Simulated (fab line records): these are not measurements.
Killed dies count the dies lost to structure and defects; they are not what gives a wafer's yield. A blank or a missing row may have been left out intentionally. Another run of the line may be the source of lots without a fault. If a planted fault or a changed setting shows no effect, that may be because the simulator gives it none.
Comparing a struck lot with a sound one ; flow sky130 ; 43 steps out of a route of 708
Sound: these wafers, L307.3, L307.4, L307.6. Wafers L315.1, L315.2, L315.3 were the ones struck. The cause comes at the end.
Each step with rows lists, per side, the tool, then ch with its chambers, then its first start. Under that, the readings that differ: sound wafers ; struck wafers ; difference of the means ; sigmas: that difference in standard deviations of wafers without a fault.
alike: words and numbers the same on both sides, and readings whose means are apart by under 2 such deviations; not compared: readings that were withheld, readings missing a value for some wafer, numbers with overlapping values and no deviation given by the record, and bounds like >300 which may hide the same value.
Wherever a step has rows on one side only, a row that says differs or no value, or a row with sigmas, the two part there. When numbers do not overlap yet have no deviation, they are printed without sigmas and do not part them. A reading missing from all wafers of one side parts the sides only when that side holds two or more wafers.

SKY_FIELD_ISO_STRIP_16: strips in O2/N2.
  sound on plasma_asher-03 ch 0,1, day 2 15:43; struck on plasma_asher-03 ch 0,1, day 4 11:42
  alike: drypump_motor_current_A, oes_product_au, strip_time_to_endpoint_s
  not compared: rf_hours_counter_h
SKY_FIELD_ISO_ETCH_17: etches Si in HBr/Cl2/O2, target depth 342 nm, time 97.7 s.
  sound on rie_si-01 ch 0,2,3, day 2 15:47; struck on rie_si-01 ch 0,1,3, day 4 11:48
reading;sound;struck;difference;sigmas
oes_product_au (a.u.);1.003 1.023 1.004;0.997 0.989 0.985;-0.020;-3
  alike: drypump_motor_current_A, throttle_valve_pct
  not compared: rf_hours_counter_h
then, 5 steps without rows for these wafers: SKY_FIELD_ISO_WET_ETCH_18 (etches Si3N4 in H3PO4, target depth 25 nm, time 286 s); SKY_FIELD_ISO_CLEAN_19 (cleans in SC1/SC2, time 150 s); SKY_FIELD_ISO_CLEAN_20 (cleans in dHF, time 20 s); SKY_FIELD_ISO_WET_ETCH_21 (etches SiO2 in dHF, target depth 20 nm, time 400 s); SKY_FIELD_ISO_OXIDATION_22 (stabilise 600 s, purge 300 s, target thk 10 nm).
SKY_FIELD_ISO_THK_MEAS_23:
  sound on film_metro-02 at day 2 17:19; struck on film_metro-03 at day 4 13:49
  alike: FIELD_ISO_OXIDATION_01_THK
then, 1 step without rows for these wafers: SKY_FIELD_ISO_CVD_24 (deposits SiO2, target thk 595 nm, time 99.2 s).
SKY_FIELD_ISO_THK_MEAS_25:
  sound on film_metro-01 at day 2 17:28; struck on film_metro-01 at day 4 13:57
  alike: FIELD_ISO_CVD_24_THK
then, 1 step without rows for these wafers: SKY_FIELD_ISO_ANNEAL_26 (time 1800 s).
SKY_FIELD_ISO_CMP_27: polishes, stops on Si3N4, t overpolish 16 s, target thk 457.8 nm.
  sound on cmp-02 ch 0,2,3, day 2 20:29; struck on cmp-01 ch 0,2,3, day 4 17:14
  alike: motor_current_A, overpolish_run_s, slurry_flow_ml_min, time_to_endpoint_s
SKY_FIELD_ISO_WET_ETCH_28: etches SiO2 in dHF, target depth 23.7 nm, time 47 s.
  sound on wet_bench-01 ch 3, day 2 20:47; struck on wet_bench-04 ch 1, day 4 17:32
then, 4 steps without rows for these wafers: SKY_FIELD_ISO_WET_ETCH_29 (etches Si3N4 in H3PO4, target depth 160 nm, time 1825 s); SKY_FIELD_ISO_WET_ETCH_30 (etches SiO2 in dHF, target depth 25 nm, time 50 s); SKY_NWELL_CLEAN_00 (cleans in SC1/SC2, time 150 s); SKY_NWELL_OXIDATION_01 (stabilise 600 s, purge 300 s, target thk 10 nm).
SKY_NWELL_THK_MEAS_02:
  sound on film_metro-04 at day 2 23:23; struck on film_metro-01 at day 4 20:48
  alike: NWELL_OXIDATION_THK
then, 8 steps without rows for these wafers: SKY_DNWELL_DEHYDRATE_00 (time 60 s); SKY_DNWELL_HMDS_01 (prime time 60 s); SKY_DNWELL_COAT_02 (resist thk 3000 nm); SKY_DNWELL_SOFTBAKE_03; SKY_DNWELL_EXPOSE_04 (exposes mask DNM, target cd 3000 nm); SKY_DNWELL_PEB_05; SKY_DNWELL_DEVELOP_06 (develop time 60 s); SKY_DNWELL_IMPLANT_07.
SKY_DNWELL_STRIP_08: strips in O2/N2.
  sound on plasma_asher-04 ch 0,1, day 3 14:49; struck on plasma_asher-04 ch 0,1, day 5 14:32
  alike: drypump_motor_current_A, oes_product_au, strip_time_to_endpoint_s
  not compared: rf_hours_counter_h
SKY_DNWELL_TW_MEAS_09:
  sound on film_metro-01 at day 3 14:54; struck on film_metro-04 at day 5 14:38
  alike: DNWELL_TW
then, 7 steps without rows for these wafers: SKY_PWDE_DEHYDRATE_00 (time 60 s); SKY_PWDE_HMDS_01 (prime time 60 s); SKY_PWDE_COAT_02 (resist thk 3000 nm); SKY_PWDE_SOFTBAKE_03; SKY_PWDE_EXPOSE_04 (exposes mask PWDEM, target cd 840 nm); SKY_PWDE_PEB_05; SKY_PWDE_DEVELOP_06 (develop time 60 s).
SKY_PWDE_OVL_MEAS_07:
  sound on overlay-01 at day 4 07:17; struck on overlay-01 at day 6 09:11
  alike: PWDE_OVL
next, for these wafers, 1 step has no rows: SKY_PWDE_IMPLANT_08.
SKY_PWDE_STRIP_09: strips in O2/N2.
  sound on plasma_asher-02 ch 0,1, day 4 07:29; struck on plasma_asher-02 ch 0,1, day 6 09:22
reading;sound;struck;difference;sigmas
strip_time_to_endpoint_s (s);37.01 37.14 37.03;36.78 36.84 36.74;-0.27;-3
  alike: drypump_motor_current_A, oes_product_au
  not compared: rf_hours_counter_h
SKY_PWDE_TW_MEAS_10:
  sound on film_metro-01 at day 4 07:35; struck on film_metro-04 at day 6 09:28
reading;sound;struck;difference;sigmas
PWDE_TW;383.9 382.5 380.2;375.8 372.8 374.7;-7.8;-3
then, 3 steps without rows for these wafers: SKY_NWELL_DEHYDRATE_03 (time 60 s); SKY_NWELL_HMDS_04 (prime time 60 s); SKY_NWELL_COAT_05 (resist thk 3000 nm).
-- the record jumps here: 42 days lie between the struck wafers' starts before and after (it left off in module NWELL and takes up again in module PAD_OPEN, whose first step shown is number 708 of the route) --
SKY_PAD_OPEN_PROBE_99:
  sound on prober-02 at day 46 10:50; struck on prober-02 at day 48 10:49
reading;sound;struck;difference;sigmas
hold;- - -;await_dispo/8.1h/release await_dispo/8.1h/release await_dispo/8.1h/release;no value on the sound wafers;
killed_at_front_end;18 10 17;67 63 72;+52;+12
killed_dies;95 60 81;142 136 138;+60;+5
  alike: killed_at_M0_to_M3, killed_at_M4_up, killed_at_contacts, killed_at_other, killed_on_rim, killed_open, killed_short

== WHERE THEY PART ==
At SKY_FIELD_ISO_ETCH_17 first; at SKY_PAD_OPEN_PROBE_99 last (within this record only).

WHY: what had been put in by the simulator
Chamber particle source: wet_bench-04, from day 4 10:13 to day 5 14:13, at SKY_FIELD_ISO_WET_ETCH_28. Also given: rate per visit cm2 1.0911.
